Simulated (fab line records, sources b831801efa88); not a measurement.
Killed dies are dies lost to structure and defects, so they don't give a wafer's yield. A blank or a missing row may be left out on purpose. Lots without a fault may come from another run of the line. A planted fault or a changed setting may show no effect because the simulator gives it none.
Which tool did it? | flow sky130 | 10 lots, 30 wafers sampled, at 5 steps of a route of 708

WHAT THE GAUGES READ, wafer by wafer
SKY_VIA3_OVL_MEAS_13. Usual: VIA3_OVL -1 nm, standard deviation 6.4.
lot  | measured     | on         | VIA3_OVL (nm) | flag
L613 | day 39 22:34 | overlay-01 | -9 -1 -13     |
L615 | day 40 11:35 | overlay-02 | -5 -10 -4     |
L616 | day 41 01:44 | overlay-01 | 8 2 4         |
L617 | day 41 05:44 | overlay-01 | -4 -9 2       |
L625 | day 43 16:31 | overlay-01 | 8 8 5         |
L628 | day 44 05:52 | overlay-02 | 0 -4 -4       |
L629 | day 44 12:10 | overlay-01 | -12 -8 -10    |
L632 | day 45 03:56 | overlay-01 | 2 0 2         |
L634 | day 45 17:06 | overlay-01 | -7 -8 -7      |
L635 | day 45 23:44 | overlay-02 | -6 3 2        |

SKY_VIA3_RS_MEAS_22: measures by four-point-probe. Usual: VIA3_W_RS 0.2948 ohm/sq, standard deviation 0.0029.
lot  | measured     | on            | VIA3_W_RS (ohm/sq)   | flag
L613 | day 39 23:31 | film_metro-03 | 0.2973 0.2953 0.2985 |
L615 | day 40 12:30 | film_metro-03 | 0.2947 0.2902 0.2972 |
L616 | day 41 02:39 | film_metro-04 | 0.2971 0.2927 0.2958 |
L617 | day 41 06:39 | film_metro-02 | 0.2951 0.2973 0.2901 |
L625 | day 43 17:32 | film_metro-04 | 0.2660 0.2664 0.2922 | OFF
L628 | day 44 06:50 | film_metro-02 | 0.2950 0.2969 0.3008 |
L629 | day 44 13:07 | film_metro-03 | 0.2947 0.2968 0.2976 |
L632 | day 45 05:01 | film_metro-03 | 0.2877 0.2901 0.2915 |
L634 | day 45 18:04 | film_metro-03 | 0.2930 0.2971 0.2937 |
L635 | day 46 00:44 | film_metro-04 | 0.2981 0.2952 0.2986 |

SKY_VIA3_THK_MEAS_23: measures by xrf. Usual: VIA3_W_THK 381 nm, standard deviation 5.4.
lot  | measured     | on            | VIA3_W_THK (nm) | flag
L613 | day 39 23:37 | film_metro-03 | 384 387 383     |
L615 | day 40 12:37 | film_metro-03 | 386 392 381     |
L616 | day 41 02:46 | film_metro-04 | 377 380 376     |
L617 | day 41 06:46 | film_metro-02 | 379 376 388     |
L625 | day 43 17:40 | film_metro-04 | 417 419 385     | OFF
L628 | day 44 06:56 | film_metro-02 | 373 371 367     |
L629 | day 44 13:12 | film_metro-03 | 382 382 377     |
L632 | day 45 05:08 | film_metro-03 | 396 392 390     |
L634 | day 45 18:10 | film_metro-03 | 388 383 388     |
L635 | day 46 00:51 | film_metro-04 | 379 381 377     |

WHICH TOOL RAN EACH LOT (tool, then ch and the chambers of the sampled wafers, then the start)
lot  | SKY_METAL3_STRIP_19                  | SKY_VIA3_CVD_21
L613 | plasma_asher-03 ch 0,1, day 38 20:28 | cvd_w-02 ch 0,1, day 39 23:23
L615 | plasma_asher-01 ch 1, day 39 09:27   | cvd_w-01 ch 0,1, day 40 12:22
L616 | plasma_asher-03 ch 0,1, day 40 00:06 | cvd_w-01 ch 0,1, day 41 02:32
L617 | plasma_asher-03 ch 0,1, day 40 04:06 | cvd_w-02 ch 0,1, day 41 06:32
L625 | plasma_asher-03 ch 0,1, day 42 15:22 | cvd_w-01 ch 1, day 43 17:18
L628 | plasma_asher-04 ch 0,1, day 43 06:14 | cvd_w-02 ch 0,1, day 44 06:42
L629 | plasma_asher-04 ch 0,1, day 43 12:32 | cvd_w-02 ch 0,1, day 44 12:58
L632 | plasma_asher-01 ch 0,1, day 44 04:13 | cvd_w-02 ch 1, day 45 04:46
L634 | plasma_asher-04 ch 0,1, day 44 18:02 | cvd_w-01 ch 0,1, day 45 17:57
L635 | plasma_asher-03 ch 0,1, day 45 01:12 | cvd_w-01 ch 0,1, day 46 00:35
- SKY_METAL3_STRIP_19: strips in O2/N2.
- SKY_VIA3_CVD_21: deposits W, target thk 390 nm, time 117.31 s.

WHAT THE TOOLS THEMSELVES READ (means of the sampled wafers that have a number; where no wafer has one, the mark that the record gives instead)
SKY_METAL3_STRIP_19. Usual: drypump_motor_current_A 5.7 A, standard deviation 0.4; oes_product_au 0.504 a.u., standard deviation 0.0056; strip_time_to_endpoint_s 6.58 s, standard deviation 0.088.
lot  | tool            | drypump_motor_current_A (A) | oes_product_au (a.u.) | strip_time_to_endpoint_s (s) | flag
L613 | plasma_asher-03 | 5.9                         | 0.507                 | 6.64                         |
L615 | plasma_asher-01 | 5.9                         | 0.506                 | 6.66                         |
L616 | plasma_asher-03 | 5.8                         | 0.497                 | 6.46                         |
L617 | plasma_asher-03 | 5.9                         | 0.503                 | 6.57                         |
L625 | plasma_asher-03 | 5.9                         | 0.507                 | 6.55                         |
L628 | plasma_asher-04 | 5.5                         | 0.508                 | 6.65                         |
L629 | plasma_asher-04 | 5.5                         | 0.508                 | 6.59                         |
L632 | plasma_asher-01 | 5.9                         | 0.507                 | 6.65                         |
L634 | plasma_asher-04 | 5.5                         | 0.504                 | 6.56                         |
L635 | plasma_asher-03 | 5.7                         | 0.509                 | 6.64                         |

SKY_VIA3_CVD_21. Usual: heater_power_w 817 W, standard deviation 64; susceptor_temp_C 400.00 C, standard deviation 0.2.
lot  | tool     | heater_power_w (W) | susceptor_temp_C (C) | flag
L613 | cvd_w-02 | 839                | 399.95               |
L615 | cvd_w-01 | 818                | 400.05               |
L616 | cvd_w-01 | 762                | 400.02               |
L617 | cvd_w-02 | 845                | 399.74               |
L625 | cvd_w-01 | 859                | 400.13               |
L628 | cvd_w-02 | 852                | 399.71               |
L629 | cvd_w-02 | 848                | 400.00               |
L632 | cvd_w-02 | 862                | 400.03               |
L634 | cvd_w-01 | 801                | 400.07               |
L635 | cvd_w-01 | 809                | 400.18               |

THE ANSWER, worked out from the rows above alone
Rule: a lot is off if the mean of its wafers that have a number lies more than 3 standard deviations from the usual mean. A lot without any number at a reading at which 4 lots or more have one is off too. The other lots that the step has rows for count as sound. The gauges are gone through in route order, then the tools' own readings, and for those a lot's mean is taken as printed above. The first step at which some lot is off is used, and at that step the reading that is off furthest; a lot without a number counts as furthest.
Off: L625, at SKY_VIA3_RS_MEAS_22 (VIA3_W_RS).
A tool fits if, at a process step before that reading, it ran every lot that is off, and no sound lot after the first of them. The gauges at SKY_VIA3_RS_MEAS_22 are tried like those tools. None of those tried fits.

WHAT THE SIMULATOR HAD PUT IN
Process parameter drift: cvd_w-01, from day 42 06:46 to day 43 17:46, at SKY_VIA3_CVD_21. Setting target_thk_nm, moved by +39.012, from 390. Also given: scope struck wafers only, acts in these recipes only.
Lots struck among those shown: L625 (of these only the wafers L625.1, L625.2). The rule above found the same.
